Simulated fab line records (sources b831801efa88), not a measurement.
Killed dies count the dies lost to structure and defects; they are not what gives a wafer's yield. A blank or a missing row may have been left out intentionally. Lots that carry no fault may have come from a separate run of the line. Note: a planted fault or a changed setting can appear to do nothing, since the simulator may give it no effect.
Which tool was responsible?	flow gf180mcu	Sampling: 24 lots, 72 wafers, 6 of 602 route steps

## WHAT EACH GAUGE READ, for each wafer
GF_NWELL_TW_MEAS_11.
lot	measured	on	NWELL_TW
L074	day 3 07:02	film_metro-01	1544 1545 1543
L075	day 3 12:50	film_metro-02	1558 1562 1549
L076	day 3 20:20	film_metro-02	1556 1562 1555
L077	day 4 03:04	film_metro-03	1561 1564 1569
L078	day 4 09:23	film_metro-02	1549 1544 1539
L079	day 4 13:25	film_metro-03	1571 1568 1573
L080	day 4 17:23	film_metro-03	1560 1560 1558
L081	day 5 02:32	film_metro-02	1554 1564 1553
L082	day 5 05:05	film_metro-03	1559 1567 1566
L083	day 5 09:28	film_metro-03	1558 1566 1568
L084	day 5 12:59	film_metro-02	1548 1544 1546
L085	day 5 21:59	film_metro-02	1561 1540 1552
L086	day 6 04:05	film_metro-01	1549 1546 1551
L087	day 6 05:47	film_metro-02	1538 1537 1538
L088	day 6 09:56	film_metro-03	1572 1577 1573
L089	day 6 17:23	film_metro-01	1539 1539 1551
L090	day 6 22:58	film_metro-01	1551 1545 1550
L091	day 7 04:52	film_metro-01	1540 1542 1540
L092	day 7 11:47	film_metro-02	1556 1560 1556
L093	day 7 15:02	film_metro-03	1573 1571 1573
L094	day 7 21:17	film_metro-03	1557 1568 1567
L095	day 8 02:49	film_metro-01	1538 1530 1529
L096	day 8 07:05	film_metro-01	1539 1545 1532
L097	day 8 13:23	film_metro-02	1541 1558 1547

GF_NSD_CD_MEAS_07: the cd target is 400 nm.
lot	measured	on	cd_nm (nm)
L074	day 13 02:25	cd_sem-01	402.5 402.0 401.3
L075	day 13 11:11	cd_sem-02	398.4 397.9 397.2
L076	day 14 02:25	cd_sem-01	401.4 402.5 401.5
L077	day 14 14:20	cd_sem-01	402.6 404.0 400.5
L078	day 14 18:21	cd_sem-02	401.9 404.2 403.2
L079	day 15 05:56	cd_sem-02	400.9 400.1 401.2
L080	day 15 12:39	cd_sem-01	398.0 398.6 398.0
L081	day 16 02:45	cd_sem-01	401.0 403.3 402.4
L082	day 16 03:04	cd_sem-01	405.7 405.3 405.6
L083	day 16 07:59	cd_sem-02	396.6 396.7 397.6
L084	day 16 15:21	cd_sem-02	396.4 400.1 400.0
L085	day 17 01:44	cd_sem-01	396.8 400.1 399.6
L086	day 17 12:02	cd_sem-01	401.4 403.7 402.2
L087	day 17 20:31	cd_sem-02	400.8 403.1 401.1
L088	day 18 02:21	cd_sem-02	399.0 399.9 400.1
L089	day 18 12:30	cd_sem-01	401.9 403.1 402.4
L090	day 18 23:19	cd_sem-01	404.1 403.3 402.0
L091	day 19 04:44	cd_sem-01	398.3 399.0 398.2
L092	day 19 17:15	cd_sem-01	405.3 405.3 404.0
L093	day 19 20:26	cd_sem-01	396.0 396.2 396.4
L094	day 20 10:45	cd_sem-02	403.5 402.0 403.7
L095	day 20 17:17	cd_sem-01	392.4 395.1 395.7
L096	day 20 22:11	cd_sem-01	402.7 404.3 401.0
L097	day 21 01:10	cd_sem-01	400.5 398.8 398.7

GF_CONTACT_BOW_MEAS_05.
lot	measured	on	CONTACT_BOW (um)
L074	day 14 21:16	film_metro-03	61 72 58
L075	day 15 07:10	film_metro-01	60 61 61
L076	day 15 23:59	film_metro-01	65 63 60
L077	day 16 11:48	film_metro-02	59 58 69
L078	day 16 17:13	film_metro-01	80 67 59
L079	day 17 04:53	film_metro-03	63 67 55
L080	day 17 12:16	film_metro-02	58 70 57
L081	day 18 03:09	film_metro-02	71 71 83
L082	day 18 03:28	film_metro-02	59 72 70
L083	day 18 08:22	film_metro-01	62 62 68
L084	day 18 17:01	film_metro-01	61 67 74
L085	day 19 03:10	film_metro-02	69 70 61
L086	day 19 15:03	film_metro-02	57 63 50
L087	day 19 23:25	film_metro-02	63 68 71
L088	day 20 05:41	film_metro-02	63 53 53
L089	day 20 15:46	film_metro-02	63 61 56
L090	day 21 02:52	film_metro-02	61 68 65
L091	day 21 08:30	film_metro-03	69 61 72
L092	day 21 19:54	film_metro-03	63 69 60
L093	day 21 23:17	film_metro-01	66 53 69
L094	day 22 13:09	film_metro-02	64 59 70
L095	day 22 19:34	film_metro-02	52 61 59
L096	day 22 23:22	film_metro-02	63 68 55
L097	day 23 02:25	film_metro-02	66 51 65

GF_V4_BOW_MEAS_05.
lot	measured	on	V4_BOW (um)
L074	day 23 04:07	film_metro-01	129 139 128
L075	day 23 14:01	film_metro-03	128 126 128
L076	day 24 07:23	film_metro-03	140 137 133
L077	day 24 18:55	film_metro-03	132 131 143
L078	day 25 01:49	film_metro-01	147 132 126
L079	day 25 10:20	film_metro-03	137 140 131
L080	day 25 18:40	film_metro-02	127 138 127
L081	day 26 06:53	film_metro-03	145 142 156
L082	day 26 08:53	film_metro-02	123 137 131
L083	day 26 12:02	film_metro-01	121 120 125
L084	day 26 19:30	film_metro-01	116 122 131
L085	day 27 03:18	film_metro-01	134 137 129
L086	day 27 15:04	film_metro-03	116 121 110
L087	day 27 22:22	film_metro-02	138 141 144
L088	day 28 00:04	film_metro-02	143 131 132
L089	day 28 10:49	film_metro-03	137 134 129
L090	day 28 20:59	film_metro-02	131 138 132
L091	day 29 01:20	film_metro-02	140 129 142
L092	day 29 09:39	film_metro-03	139 144 138
L093	day 29 13:22	film_metro-01	131 117 133
L094	day 29 22:07	film_metro-02	129 122 133
L095	day 30 03:46	film_metro-03	123 131 129
L096	day 30 07:53	film_metro-03	129 131 119
L097	day 30 11:13	film_metro-03	142 126 143

## EACH LOT AND THE TOOL THAT RAN IT (in order: tool; ch and the chambers of the sampled wafers; start)
lot	GF_M1_SPUTTER_04	GF_V2_SPUTTER_22
L074	pvd_sputter-03, day 15 19:44	pvd_sputter-04, day 19 23:22
L075	pvd_sputter-03, day 16 06:07	pvd_sputter-01, day 20 09:40
L076	pvd_sputter-01, day 17 00:05	pvd_sputter-04, day 21 03:52
L077	pvd_sputter-04, day 17 11:57	pvd_sputter-02, day 21 17:27
L078	pvd_sputter-01, day 17 17:34	pvd_sputter-02, day 21 23:01
L079	pvd_sputter-04, day 18 05:22	pvd_sputter-02, day 22 11:04
L080	pvd_sputter-04, day 18 13:36	pvd_sputter-01, day 22 19:40
L081	pvd_sputter-01, day 19 04:27	pvd_sputter-04, day 23 09:52
L082	pvd_sputter-03, day 19 04:34	pvd_sputter-01, day 23 10:20
L083	pvd_sputter-03, day 19 09:55	pvd_sputter-02, day 23 15:13
L084	pvd_sputter-01, day 19 19:53	pvd_sputter-02, day 23 21:27
L085	pvd_sputter-04, day 20 05:02	pvd_sputter-01, day 24 07:40
L086	pvd_sputter-01, day 20 17:31	pvd_sputter-02, day 24 18:43
L087	pvd_sputter-03, day 21 01:26	pvd_sputter-04, day 25 01:24
L088	pvd_sputter-01, day 21 07:08	pvd_sputter-04, day 25 06:13
L089	pvd_sputter-03, day 21 16:44	pvd_sputter-04, day 25 16:09
L090	pvd_sputter-03, day 22 03:58	pvd_sputter-04, day 26 02:55
L091	pvd_sputter-03, day 22 10:22	pvd_sputter-04, day 26 07:21
L092	pvd_sputter-01, day 22 21:16	pvd_sputter-02, day 26 17:01
L093	pvd_sputter-04, day 22 23:40	pvd_sputter-01, day 26 21:07
L094	pvd_sputter-04, day 23 13:24	pvd_sputter-01, day 27 07:05
L095	pvd_sputter-01, day 23 20:11	pvd_sputter-01, day 27 13:50
L096	pvd_sputter-01, day 24 00:36	pvd_sputter-04, day 27 18:01
L097	pvd_sputter-01, day 24 02:55	pvd_sputter-04, day 27 21:23
- GF_M1_SPUTTER_04: material TiN, target thk 50 nm, time 41.7 s.
- GF_V2_SPUTTER_22: material TiN, target thk 10 nm, time 40 s.

## AS READ BY THE TOOLS THEMSELVES (means over the sampled wafers that have a number; for cases with no such wafer, the mark the record gives instead)
GF_M1_SPUTTER_04.
lot	tool	throttle_valve_pct (%)
L074	pvd_sputter-03	29.6
L075	pvd_sputter-03	29.4
L076	pvd_sputter-01	30.1
L077	pvd_sputter-04	29.3
L078	pvd_sputter-01	29.6
L079	pvd_sputter-04	29.4
L080	pvd_sputter-04	29.6
L081	pvd_sputter-01	27.8
L082	pvd_sputter-03	29.5
L083	pvd_sputter-03	30.1
L084	pvd_sputter-01	29.2
L085	pvd_sputter-04	29.2
L086	pvd_sputter-01	29.0
L087	pvd_sputter-03	29.7
L088	pvd_sputter-01	27.9
L089	pvd_sputter-03	29.2
L090	pvd_sputter-03	29.4
L091	pvd_sputter-03	29.2
L092	pvd_sputter-01	28.6
L093	pvd_sputter-04	29.3
L094	pvd_sputter-04	29.6
L095	pvd_sputter-01	29.3
L096	pvd_sputter-01	29.1
L097	pvd_sputter-01	29.1

GF_V2_SPUTTER_22.
lot	tool	throttle_valve_pct (%)
L074	pvd_sputter-04	29.2
L075	pvd_sputter-01	28.9
L076	pvd_sputter-04	29.6
L077	pvd_sputter-02	29.5
L078	pvd_sputter-02	29.0
L079	pvd_sputter-02	29.6
L080	pvd_sputter-01	29.1
L081	pvd_sputter-04	28.9
L082	pvd_sputter-01	29.6
L083	pvd_sputter-02	29.7
L084	pvd_sputter-02	30.2
L085	pvd_sputter-01	28.4
L086	pvd_sputter-02	29.5
L087	pvd_sputter-04	29.1
L088	pvd_sputter-04	29.8
L089	pvd_sputter-04	29.7
L090	pvd_sputter-04	29.5
L091	pvd_sputter-04	29.4
L092	pvd_sputter-02	29.3
L093	pvd_sputter-01	28.9
L094	pvd_sputter-01	29.5
L095	pvd_sputter-01	29.3
L096	pvd_sputter-04	29.4
L097	pvd_sputter-04	29.1

## THE ANSWER, worked out from the rows above alone
Rule: usual is defined by the lots themselves. The widest of any qualifying gaps counts: lots, ordered by their means at a reading, are off when they make up no more than a third of the lots, leave a main group of 4 or more, and stand apart from it by 3 or more times the standard deviation of that group's means. If all means in a main group match to the digits the tables above print for the reading, that group is not used. A lot without any number at a reading at which 4 lots or more have one is off too. Any other lot the step has rows for is counted as sound. First the gauges in route order, then the tools' own readings, where a lot's mean is used as printed above. The first step at which some lot is off is used, and at that step the reading that is off furthest; a lot without a number counts as furthest.
No lot is off on any of the readings shown, so nothing can be concluded from this.

## WHAT WAS PUT IN BY THE SIMULATOR
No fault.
